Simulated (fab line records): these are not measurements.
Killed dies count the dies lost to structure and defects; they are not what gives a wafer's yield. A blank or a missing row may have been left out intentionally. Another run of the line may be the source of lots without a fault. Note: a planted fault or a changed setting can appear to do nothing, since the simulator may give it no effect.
Comparing a struck lot with a sound one -- flow sky130 -- 16 out of 708 route steps
Sound: the wafers L845.1, L845.4, L845.6. Wafers L853.1, L853.2, L853.4 were the ones struck. The cause is named last.
Each step with rows lists, per side, the tool, then ch with its chambers, then its first start. Under that, the readings that differ: sound wafers -- struck wafers -- difference of the means -- sigmas: that difference in standard deviations of wafers without a fault.
alike: readings whose means differ by less than 2 such deviations, and words and numbers that are the same on both sides. not compared: withheld readings, readings that some wafer has no value for, bounds like >300 that may hide the same value, and numbers for which the record gives no deviation and whose values overlap.
The two part at a step that has a row with sigmas, a row that says differs or no value, or rows on one side only. When numbers do not overlap yet have no deviation, they are printed without sigmas and do not part them. Lack of a reading on every wafer of one side parts them only where that side has two or more wafers.

first, 3 steps without rows for these wafers: SKY_SONOS_TUNNEL_EXPOSE_04 (exposes mask TUNM, target cd 410 nm); SKY_SONOS_TUNNEL_PEB_05; SKY_SONOS_TUNNEL_DEVELOP_06 (develop time 60 s).
SKY_SONOS_TUNNEL_CD_MEAS_07 targets a cd of 410 nm.
  sound on cdSem-02 at day 11 15:37; struck on cdSem-01 at day 14 05:04
  alike: cdNm
SKY_SONOS_TUNNEL_OVL_MEAS_08:
  sound on overlay-02 at day 11 15:44; struck on overlay-01 at day 14 05:11
  alike: SONOS_TUNNEL_OVL
then, 3 steps without rows for these wafers: SKY_SONOS_TUNNEL_IMPLANT_09; SKY_SONOS_TUNNEL_WET_ETCH_10 (etches SiO2 in dHF, target depth 14 nm, time 280 s); SKY_SONOS_TUNNEL_STRIP_11 (strips in SPM, time 600 s).
SKY_SONOS_TUNNEL_TW_MEAS_12:
  sound on filmMetro-01 at day 11 16:11; struck on filmMetro-02 at day 14 05:49
  alike: SONOS_TUNNEL_TW
then, 2 steps without rows for these wafers: SKY_SONOS_TUNNEL_CLEAN_13 (cleans in dHF, time 20 s); SKY_SONOS_ONO_OXIDATION_00 (stabilise 600 s, purge 300 s, target thk 2.6 nm).
SKY_SONOS_ONO_THK_MEAS_01:
  sound on filmMetro-01 at day 11 22:42; struck on filmMetro-01 at day 14 07:37
  alike: SONOS_ONO_OXIDATION_THK
SKY_SONOS_ONO_CVD_02: deposits Si3N4 from DCS/NH3, target thk 10.5 nm, time 180 s.
  sound on lpcvd-02 ch 0, day 11 23:12; struck on lpcvd-02 ch 0, day 14 07:58
reading,sound,struck,difference,sigmas
pressureMtorr (mTorr),250.4 249.7 248.9,299.9 299.7 300.0,+50.2,+93
model.Si3N4_of_SONOS_ONO_CVD_02.thkNm (nm),10.5 10.53 10.59,11.02 10.94 10.99,+0.44,
SKY_SONOS_ONO_THK_MEAS_03:
  sound on filmMetro-03 at day 12 00:15; struck on filmMetro-03 at day 14 09:01
reading,sound,struck,difference,sigmas
SONOS_ONO_CVD_02_THK (nm),10.49 10.55 10.64,10.98 10.96 10.98,+0.41,+3
then, 1 step without rows for these wafers: SKY_SONOS_ONO_CVD_04 (deposits SiO2 from SiH4/N2O, target thk 5.7199 nm).
-- a jump in the record: the struck wafers' starts before and after are 33 days apart (it breaks off in module SONOS_ONO and resumes in module PAD_OPEN, where the first step shown is number 708 of the route) --
SKY_PAD_OPEN_PROBE_99:
  sound on prober-02 at day 46 02:47; struck on prober-02 at day 47 20:56
  alike: killed_at_M0_to_M3, killed_at_M4_up, killedAtContacts, killedAtFrontEnd, killedAtOther, killedDies, killedOnRim, killedOpen, killedShort
  not compared: model.etest.capOno.gateLog10ACm2, model.etest.capOno.toxAccNm, model.etest.sonosProgrammed.vtV, model.etest.sonosErased.vtV, model.etest.sonosBaked.vtV, model.etest.sonosBaked.vtLessV

## WHERE THEY PART
Last at SKY_SONOS_ONO_THK_MEAS_03 as far as this record goes, first at SKY_SONOS_ONO_CVD_02. Later steps at which nothing parts them and some readings are alike: SKY_PAD_OPEN_PROBE_99.

WHY: whatever the simulator had introduced
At SKY_SONOS_ONO_CVD_02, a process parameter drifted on lpcvd-02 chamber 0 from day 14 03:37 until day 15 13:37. The setting pressureMtorr was moved by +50, starting from 250. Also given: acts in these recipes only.
